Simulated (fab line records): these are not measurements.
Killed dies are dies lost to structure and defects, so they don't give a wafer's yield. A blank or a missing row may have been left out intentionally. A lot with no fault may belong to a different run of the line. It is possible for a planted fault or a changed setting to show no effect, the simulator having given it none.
Check of tool commonality ; flow sky130 ; 13 lots and 39 wafers in the sample

## WHY IT WAS OPENED
At SKY_VT_ADJUST_HVTP_TW_MEAS_11 the reading VT_ADJUST_HVTP_TW is flagged on 2 of 13 lots. No-fault wafers: 1381, standard deviation 17.
Rule: a lot is flagged in two cases, either no wafer of it has a number, or all its wafers with numbers fall more than 4 standard deviations from that mean. The other lots count as sound.

lot;measured;on;VT_ADJUST_HVTP_TW, wafer by wafer;flag
L384;day 6 02:09;film_metro-03;1357 1362 1366;
L386;day 6 15:57;film_metro-03;1366 1360 1363;
L387;day 6 19:05;film_metro-04;1408 1401 1411;
L389;day 7 10:48;film_metro-03;1368 1371 1371;
L390;day 7 15:30;film_metro-03;1366 1376 1368;
L391;day 8 00:10;film_metro-03;1367 1365 1359;
L392;day 8 05:15;film_metro-04;1391 1383 1388;
L394;day 8 17:08;film_metro-04;1389 1390 1395;
L395;day 8 20:38;film_metro-04;1398 1404 1396;
L396;day 9 05:28;film_metro-02;1349 1353 1362;
L397;day 9 13:07;film_metro-04;1392 1396 1390;
L404;day 11 10:25;film_metro-03;1287 1288 1282;FLAGGED
L406;day 12 06:48;film_metro-03;1296 1295 1290;FLAGGED
The numbers of the flagged lots are 1290 on average: -91 against the usual, or -5 standard deviations.

## EACH LOT AND THE TOOL IT RAN ON
The record keeps 1 process step preceding the reading, out of 708 steps on the route. Every cell lists first the tool, next ch and the chambers used by the sampled wafers, and last the start.
lot;flag;SKY_VT_ADJUST_HVTP_IMPLANT_09
L384;;implanter-02 ch 0, day 6 01:54
L386;;implanter-03 ch 0, day 6 15:44
L387;;implanter-02 ch 0, day 6 18:50
L389;;implanter-04 ch 0, day 7 10:35
L390;;implanter-04 ch 0, day 7 15:15
L391;;implanter-04 ch 0, day 7 23:57
L392;;implanter-03 ch 0, day 8 05:02
L394;;implanter-02 ch 0, day 8 16:53
L395;;implanter-04 ch 0, day 8 20:23
L396;;implanter-02 ch 0, day 9 05:15
L397;;implanter-02 ch 0, day 9 12:54
L404;FLAGGED;implanter-03 ch 0, day 11 10:10
L406;FLAGGED;implanter-03 ch 0, day 12 06:33
What these steps do:
- SKY_VT_ADJUST_HVTP_IMPLANT_09
- SKY_VT_ADJUST_HVTP_TW_MEAS_11

## FLAGGED OVER TOTAL, TOOL BY TOOL (the gauges that took the reading come last)
step;tool;lots run;flagged;share of the flagged lots;sound lots run after its first flagged lot
SKY_VT_ADJUST_HVTP_IMPLANT_09;implanter-02;5;0;none;-
SKY_VT_ADJUST_HVTP_IMPLANT_09;implanter-03;4;2;all;0
SKY_VT_ADJUST_HVTP_IMPLANT_09;implanter-04;4;0;none;-
SKY_VT_ADJUST_HVTP_TW_MEAS_11;film_metro-02;1;0;none;-
SKY_VT_ADJUST_HVTP_TW_MEAS_11;film_metro-03;7;2;all;0
SKY_VT_ADJUST_HVTP_TW_MEAS_11;film_metro-04;5;0;none;-

## THE TABLE: WHAT IT ALLOWS
Every flagged lot went through 2 rows of the table: implanter-03 at SKY_VT_ADJUST_HVTP_IMPLANT_09 and film_metro-03 at SKY_VT_ADJUST_HVTP_TW_MEAS_11.
- implanter-03 at SKY_VT_ADJUST_HVTP_IMPLANT_09: 2 of its 4 lots flagged. It ran its last sound lot, L392, at day 8 05:02 and its first flagged lot, L404, at day 11 10:10: a fault with its onset between the two fits.
- film_metro-03 at SKY_VT_ADJUST_HVTP_TW_MEAS_11: 2 of its 7 lots flagged. It ran its last sound lot, L391, at day 8 00:10 and its first flagged lot, L404, at day 11 10:25: a fault with its onset between the two fits.
Because each of these 2 tools fits a fault that began at some hour, counting lots does not separate them. More lots, or a look at what each step does to the wafer, might.

## WHAT THE SIMULATOR PUT IN
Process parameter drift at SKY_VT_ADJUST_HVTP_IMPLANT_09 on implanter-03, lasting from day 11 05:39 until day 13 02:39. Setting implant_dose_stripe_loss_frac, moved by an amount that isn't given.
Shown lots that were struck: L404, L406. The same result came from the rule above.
